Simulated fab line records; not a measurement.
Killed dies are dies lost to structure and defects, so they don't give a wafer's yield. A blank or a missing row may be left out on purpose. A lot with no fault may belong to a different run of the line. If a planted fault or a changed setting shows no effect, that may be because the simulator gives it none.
Problem report, 8D (eight disciplines) form, completed by code || flow sfqLine || the parts of the form that need people (team, actions taken, sign-off) are left out

## 1. PROBLEM STATEMENT
At SFQ_TRILAYER_I7_CMP_CMP_184, timeToEndpointS averages 166 s over 3 wafers from 2 lots, while fault-free wafers read 214 s, standard deviation 8.6. Relative to the usual mean, that is a shift of -5.6 standard deviations.
The step: polishes SiO2.
First seen on wafer L766.1, day 78 20:32, on cmp-01. The record holds 41 wafers of 14 lots with a number at this step. By rule, "out" or "out of limits" means more than 4 standard deviations away from the usual mean. The rest of the wafers with a number are treated as sound.

## 2. WHAT IT IS, WHAT IT ISN'T
{"question": "which readings at this step", "is": "timeToEndpointS", "is not": "motorCurrentA"}
{"question": "which lots", "is": "L766, L767", "is not": "L747, L748, L749, L750, L751, L752, L753, L754, L755, L756, L757, L770"}
{"question": "which wafers of those lots", "is": "L766.1, L766.6, L767.1", "is not": "L766.4, L767.2"}
{"question": "read on which tools", "is": "cmp-01", "is not": "cmp-02"}
{"question": "when", "is": "from day 78 20:32", "is not": "up to then (34 sound wafers); but 4 sound wafers of L767, L770 came after"}

## 3. THE SUSPECTS, EACH WITH WHAT RULES IT OUT
Counting: if a tool at a process step up to the reading ran every lot that is out, it stays a suspect. Sound lots after the first of them don't rule it out here, since some wafers of a struck lot are sound.
- cmp-01 at SFQ_TRILAYER_I7_CMP_CMP_184 (polishes SiO2): kept. Every lot that is out went through it, the first being L766 (day 78 20:32); the last sound lot it ran before that was L755 (day 75 02:02). Out on those wafers are its own readings of timeToEndpointS.
- Within cmp-01 at SFQ_TRILAYER_I7_CMP_CMP_184: the wafers that are out ran in chambers 0, 2; their sound lot-mates ran in chamber 3.
After counting, what remains is cmp-01 at SFQ_TRILAYER_I7_CMP_CMP_184.

## 4. THE CAUSE (what the simulator had put in)
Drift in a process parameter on cmp-01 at SFQ_TRILAYER_I7_CMP_CMP_184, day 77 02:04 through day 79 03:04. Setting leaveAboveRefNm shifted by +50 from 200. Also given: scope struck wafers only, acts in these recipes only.
Only this tool survived the counting.

## 5. SEQUENCE OF EFFECTS, ordered by route
One row per reading whose mean, taken over the struck wafers that have a number, lies over 3 standard deviations from the usual. Only readings whose record carries a usual standard deviation are examined. hours: median over the lots of the time between each lot's start at the first step of this table that gives one and its start at this step. sigmas: the change, counted in usual standard deviations.
{"hours": 0, "step": "SFQ_TRILAYER_I7_CMP_CMP_184", "reading": "timeToEndpointS", "usual": "214 s", "on struck wafers": 166, "change": -48, "sigmas": -5.6}
{"hours": 2, "step": "SFQ_TRILAYER_I7_METRO_MEASURE_185", "reading": "thkNm", "usual": "199.6 nm", "on struck wafers": 248.5, "change": "+48.9", "sigmas": "+38"}
{"hours": 87, "step": "SFQ_TRILAYER_I7_VIA_ETCH_VIA_ETCH_190", "reading": "oesProductAu", "usual": "0.854 a.u.", "on struck wafers": 0.969, "change": "+0.115", "sigmas": "+23"}
The process steps in it:
- SFQ_TRILAYER_I7_CMP_CMP_184: polishes SiO2.
- SFQ_TRILAYER_I7_METRO_MEASURE_185
- SFQ_TRILAYER_I7_VIA_ETCH_VIA_ETCH_190: etches SiO2 in CHF3, stops on Nb, target depth 260 nm.

## 6. WHAT WOULD HAVE CAUGHT IT SOONER
First out-of-limits reading in this record: day 78 20:32, which is 42 hours after fault onset at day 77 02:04.
